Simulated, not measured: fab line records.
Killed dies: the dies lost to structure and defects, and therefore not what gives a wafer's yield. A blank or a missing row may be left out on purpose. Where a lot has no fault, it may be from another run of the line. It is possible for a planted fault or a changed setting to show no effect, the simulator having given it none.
The tool behind it: which one? | flow sky130 | 14 lots with 42 wafers sampled at 2 steps, on a route of 708 steps

## WHAT THE GAUGES READ, wafer by wafer
The record holds no reading of a measuring or inspecting step that can be judged against a usual standard deviation.

## EACH LOT AND THE TOOL THAT RAN IT (in order: tool; ch and the chambers of the sampled wafers; start)
lot  | SKY_VIA4_CMP_02               | SKY_PAD_OPEN_PROBE_99
L729 | cmp-01 ch 1,2,3, day 42 02:32 | -
L730 | cmp-01 ch 1,2, day 42 15:40   | -
L731 | cmp-02 ch 1,2,3, day 42 16:23 | -
L732 | cmp-02 ch 0,1,2, day 42 19:35 | -
L733 | cmp-02 ch 0,1, day 43 01:12   | -
L734 | cmp-01 ch 2,3, day 43 05:26   | prober-01, day 47 00:29
L735 | cmp-02 ch 1,2,3, day 43 20:53 | -
L736 | cmp-02 ch 0,2,3, day 43 23:01 | prober-01, day 47 17:49
L737 | cmp-02 ch 1,2,3, day 44 03:22 | prober-02, day 47 20:52
L738 | cmp-02 ch 0,1,3, day 44 13:04 | prober-01, day 48 03:30
L740 | cmp-02 ch 0,1, day 45 04:13   | prober-01, day 48 17:48
L741 | cmp-02 ch 0,1,2, day 45 08:50 | prober-02, day 48 21:25
L742 | cmp-02 ch 0,3, day 45 12:36   | prober-01, day 48 23:56
L743 | cmp-02 ch 0,1,2, day 45 16:28 | prober-02, day 49 03:12
- SKY_VIA4_CMP_02: polishes SiO2.
- SKY_PAD_OPEN_PROBE_99

## WHAT THE TOOLS THEMSELVES READ (means of the sampled wafers that have a number; where no wafer has one, the mark that the record gives instead)
SKY_VIA4_CMP_02.
lot  | tool   | motorCurrentA (A) | platenRpm (rpm) | slurryFilterDpKPa (kPa)
L729 | cmp-01 | 12.2              | 59.99           | 13.46
L730 | cmp-01 | 11.8              | 60.01           | 13.67
L731 | cmp-02 | 12.0              | 59.98           | 13.40
L732 | cmp-02 | 11.5              | 60.04           | 13.57
L733 | cmp-02 | 11.3              | 59.97           | 13.56
L734 | cmp-01 | 12.2              | 59.96           | 13.51
L735 | cmp-02 | 11.5              | 60.02           | 13.48
L736 | cmp-02 | 12.0              | 59.98           | 13.48
L737 | cmp-02 | 11.9              | 60.01           | 13.53
L738 | cmp-02 | 11.8              | 60.02           | 13.58
L740 | cmp-02 | 11.7              | 59.98           | 13.59
L741 | cmp-02 | 11.8              | 60.05           | 13.33
L742 | cmp-02 | 11.5              | 59.98           | 13.38
L743 | cmp-02 | 11.6              | 60.01           | 13.53

SKY_PAD_OPEN_PROBE_99.
lot  | tool      | defectLimitedYield (%) | killed_at_M0_to_M3 | killed_at_M4_up | killedAtContacts | killedAtFrontEnd | killedAtOther | killedDies | killedOnRim | killedOpen | killedShort | sort_bin_3_pad_short (%) | sort_bin_5_function (%) | sort_bin_6_memory (%) | sortNPass | sortYieldPct (%)
L734 | prober-01 | 83.2                   | 42                 | 1.3             | 23               | 15               | 0.7           | 82         | 19          | 48         | 34          | 1.1                      | 9.7                     | 5.9                   | 410       | 83.2
L736 | prober-01 | 81.9                   | 41                 | 3.3             | 29               | 14               | 1.3           | 89         | 18          | 46         | 41          | 0.9                      | 10.6                    | 6.6                   | 403       | 81.9
L737 | prober-02 | 83.2                   | 45                 | 3.0             | 23               | 11               | 0.3           | 83         | 18          | 45         | 38          | 0.7                      | 10.0                    | 6.0                   | 409       | 83.2
L738 | prober-01 | 81.6                   | 43                 | 4.0             | 27               | 17               | 0.0           | 90         | 16          | 48         | 43          | 0.7                      | 10.7                    | 7.0                   | 402       | 81.6
L740 | prober-01 | 81.6                   | 39                 | 5.0             | 36               | 10               | 0.0           | 90         | 19          | 47         | 43          | 1.1                      | 11.1                    | 6.2                   | 402       | 81.6
L741 | prober-02 | 83.1                   | 43                 | 4.3             | 21               | 15               | 0.0           | 83         | 15          | 45         | 38          | 0.5                      | 10.0                    | 6.4                   | 409       | 83.1
L742 | prober-01 | 61.2                   | 37                 | 117.3           | 21               | 15               | 0.3           | 191        | 36          | 41         | 34          | 2.4                      | 23.5                    | 12.9                  | 301       | 61.2
L743 | prober-02 | 59.0                   | 42                 | 123.0           | 21               | 16               | 0.0           | 202        | 40          | 44         | 38          | 1.6                      | 26.6                    | 12.7                  | 290       | 59.0

## THE ANSWER, worked out from the rows above alone
Rule: usual is defined by the lots themselves. The widest of any qualifying gaps counts: lots, ordered by their means at a reading, are off when they make up no more than a third of the lots, leave a main group of 4 or more, and stand apart from it by 3 or more times the standard deviation of that group's means. If all means in a main group match to the digits the tables above print for the reading, that group is not used. A lot without any number at a reading at which 4 lots or more have one is off too. Any other lot the step has rows for is counted as sound. The gauges are gone through in route order, then the tools' own readings, and for those a lot's mean is taken as printed above. At the first step where some lot is off, the reading lying furthest off is the one used; lots without a number count as furthest.
Off, at SKY_PAD_OPEN_PROBE_99 on killed_at_M4_up: L742, L743. Mean 3.5 and standard deviation 1.2 in the main group. Neither off nor sound, because the step has no rows for them: L729, L730, L731, L732, L733, L735.
A tool fits if, at that step or a process step before it, it ran every lot that is off, and no sound lot after the first of them. One fits: SKY_VIA4_CMP_02 on cmp-02. A fault onset in the window from L741 (day 45 08:50, its last sound lot) to L742 (day 45 12:36, its first lot off) fits.

## WHAT THE SIMULATOR HAD INSERTED
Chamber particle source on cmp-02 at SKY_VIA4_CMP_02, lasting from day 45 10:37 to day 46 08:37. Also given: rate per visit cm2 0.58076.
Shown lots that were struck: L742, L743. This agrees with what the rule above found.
